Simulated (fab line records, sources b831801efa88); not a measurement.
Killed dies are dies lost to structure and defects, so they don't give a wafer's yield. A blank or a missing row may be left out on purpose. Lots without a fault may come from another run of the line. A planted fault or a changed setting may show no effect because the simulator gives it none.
One fault seen from 2 desks | flow sky130 | each desk has only its own numbers; what lay behind them comes last

THE TOOL OWNER'S DESK: pvd_sputter-03
The tool's own readings at SKY_METAL4_SPUTTER_02 (material AlCu, target thk 735 nm, time 39.1 s): means of the sampled wafers that have a number, for each lot that ran on this tool. A lot is out of limits, marked OUT, if its mean lies more than 4 standard deviations from the usual mean; the brackets give that distance.
Columns: A = throttle_valve_pct at SKY_METAL4_SPUTTER_02, usual 29.7 %
lot  | first seen here | A
L280 | day 41 02:10    | 30.2
L278 | day 41 03:19    | 29.6
L281 | day 41 04:51    | 29.4
L283 | day 42 02:28    | 30.1
L292 | day 44 14:10    | 30.1
L293 | day 44 16:49    | 29.5
This desk's finding: nothing out of limits on any of the 6 lots.

THE METROLOGY DESK
What the gauges read, lot by lot, whatever tool the lot ran on: means of the sampled wafers that have a number. A lot is out of limits, marked OUT, if its mean lies more than 4 standard deviations from the usual mean; the brackets give that distance.
Columns: A = METAL3_OVL at SKY_METAL3_OVL_MEAS_14, usual 1 nm; B = VIA4_OVL at SKY_VIA4_OVL_MEAS_11, usual 0.5 nm
lot  | first seen here | A   | B
L275 | day 38 11:58    | 4   | -0.4
L276 | day 38 18:13    | 1   | 0.1
L277 | day 39 05:19    | -3  | -0.8
L280 | day 39 22:20    | 8   | 0.8
L279 | day 39 22:41    | -10 | 0.8
L278 | day 39 23:40    | 4   | -0.9
L281 | day 40 01:11    | 3   | 1.2
L282 | day 40 22:07    | 1   | 0.2
L283 | day 40 23:09    | -7  | 1.0
L286 | day 41 20:43    | -3  | 1.2
L292 | day 43 12:29    | 6   | 2.1
L293 | day 43 14:35    | 5   | 0.7
L295 | day 44 04:42    | -6  | 0.6
L296 | day 44 05:03    | 2   | -1.0
This desk's finding: nothing out of limits on any of the 14 lots.

PUT TOGETHER
The tool owner's desk saw nothing out of limits.
The metrology desk saw nothing out of limits.

WHAT THE SIMULATOR HAD PUT IN
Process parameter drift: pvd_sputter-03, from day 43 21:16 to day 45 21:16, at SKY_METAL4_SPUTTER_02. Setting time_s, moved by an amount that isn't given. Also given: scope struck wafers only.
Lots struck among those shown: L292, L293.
